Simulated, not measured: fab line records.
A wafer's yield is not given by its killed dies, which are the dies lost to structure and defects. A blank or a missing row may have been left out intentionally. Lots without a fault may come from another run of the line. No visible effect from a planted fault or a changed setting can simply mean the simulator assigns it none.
A lot that was struck, set against a sound lot	flow gf180mcu	16 out of 602 route steps
Sound: these wafers, L227.1, L227.2, L227.6. Struck: wafers L225.1, L225.6. (L225.4 of the same lot was not struck and is left out.) The cause comes at the end.
Order at every step that has rows: each side's tool, ch and its chambers, its first start. Under that, the readings that differ: sound wafers	struck wafers	difference of the means	sigmas: that difference in standard deviations of wafers without a fault.
alike: readings whose means differ by less than 2 such deviations, and words and numbers that are the same on both sides. not compared: withheld readings, readings that some wafer has no value for, bounds like >300 that may hide the same value, and numbers for which the record gives no deviation and whose values overlap.
A row with sigmas, a row that says differs or no value, or rows on one side alone: a step with any of these is where the two part. Numbers that don't overlap but have no deviation are shown without sigmas and don't part them. Lack of a reading on every wafer of one side parts them only where that side has two or more wafers.

GF_M4_SPUTTER_04: material TiN, target thk 50 nm, time 41.7 s.
  sound on pvd-sputter-02, day 27 07:50; struck on pvd-sputter-03, day 27 01:32
  alike: throttle-valve-pct
GF_M4_RS_MEAS_05: measurement is done with a four-point probe.
  sound on film-metro-03, day 27 07:52; struck on film-metro-04, day 27 01:35
  alike: M4_ALCU_RS
GF_M4_THK_MEAS_06: measures by xrf.
  sound on film-metro-03, day 27 07:59; struck on film-metro-04, day 27 01:42
  alike: M4_ALCU_THK
then, 7 steps without rows for these wafers: GF_M4_DEHYDRATE_07 (time 60 s); GF_M4_HMDS_08 (prime time 60 s); GF_M4_COAT_09 (resist thk 1000 nm); GF_M4_SOFTBAKE_10 (time 60 s); GF_M4_EXPOSE_11 (exposes mask Metal4, target cd 280 nm); GF_M4_PEB_12 (peb time 90 s); GF_M4_DEVELOP_13 (develop time 60 s).
GF_M4_CD_MEAS_14: the cd target is 280 nm.
  sound on cd-sem-02, day 28 03:32; struck on cd-sem-01, day 27 21:14
  alike: cd-nm
GF_M4_OVL_MEAS_15:
  sound on overlay-01, day 28 03:39; struck on overlay-01, day 27 21:22
  alike: M4_OVL
GF_M4_METAL_ETCH_16: etches the open film in Cl2/BCl3, stops on SiO2, target depth 627.5 nm, time 104.6 s.
  sound on rie-metal-03 ch 0,1, day 28 03:41; struck on rie-metal-02 ch 0,1, day 27 21:24
reading	sound	struck	difference	sigmas
oes-product-au (a.u.)	0.965 0.975 0.974	0.880 0.894	-0.084	-13
throttle-valve-pct (%)	28.237 28.237 28.248	28.365 28.346	+0.115	+11
model.M4.feature-depth-nm (nm)	606.6 604.9 609.6	508.4 513.3	-96.2	
model.etch.depth-nm (nm)	606.6 604.9 609.6	508.4 513.3	-96.2	
model.KrF_of_M4_COAT_09.thk-nm (nm)	741.6 741.5 744.2	785.4 781.2	+40.9	
  alike: drypump-motor-current-A, rf-fwd-power-W
  not compared: rf-hours-counter-h
GF_M4_STRIP_17: strips in O2/N2.
  sound on plasma-asher-04 ch 0,1, day 28 03:47; struck on plasma-asher-04 ch 0,1, day 27 21:31
reading	sound	struck	difference	sigmas
strip-time-to-endpoint-s (s)	7.94 7.95 7.97	8.36 8.34	+0.40	+8
  alike: drypump-motor-current-A, heater-power-w, oes-product-au
  not compared: rf-hours-counter-h
then, 1 step without rows for these wafers: GF_M4_STRIP_18 (strips in post etch residue remover, time 1200 s).
-- the record jumps here: 5 days lie between the struck wafers' starts before and after (it left off in module M4 and takes up again in module PASSIVATION, whose first step shown is number 602 of the route) --
GF_PASSIVATION_PROBE_99:
  sound on prober-01, day 33 03:06; struck on prober-01, day 32 18:51
reading	sound	struck	difference	sigmas
model.etest.p-drift.short	0 0 0	1 1	+1	
model.etest.nldd_6p0.short	0 0 0	1 1	+1	
model.etest.pldd_3p3.short	0 0 0	1 1	+1	
model.etest.cap-mim.over-limit	0 0 0	1 1	+1	
model.etest.met2-comb.over-limit	0 0 0	1 1	+1	
model.etest.nplus-sal.short	0 0 0	1 1	+1	
model.etest.diode-dnwell-sub.over-limit	0 0 0	1 1	+1	
model.etest.met1-comb.over-limit	0 0 0	1 1	+1	

## WHERE THEY PART
First at GF_M4_METAL_ETCH_16; last, within this record, at GF_M4_STRIP_17.

WHY: what the simulator had put in
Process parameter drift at GF_M4_METAL_ETCH_16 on rie-metal-02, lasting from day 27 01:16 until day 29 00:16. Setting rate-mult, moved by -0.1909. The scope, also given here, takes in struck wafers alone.
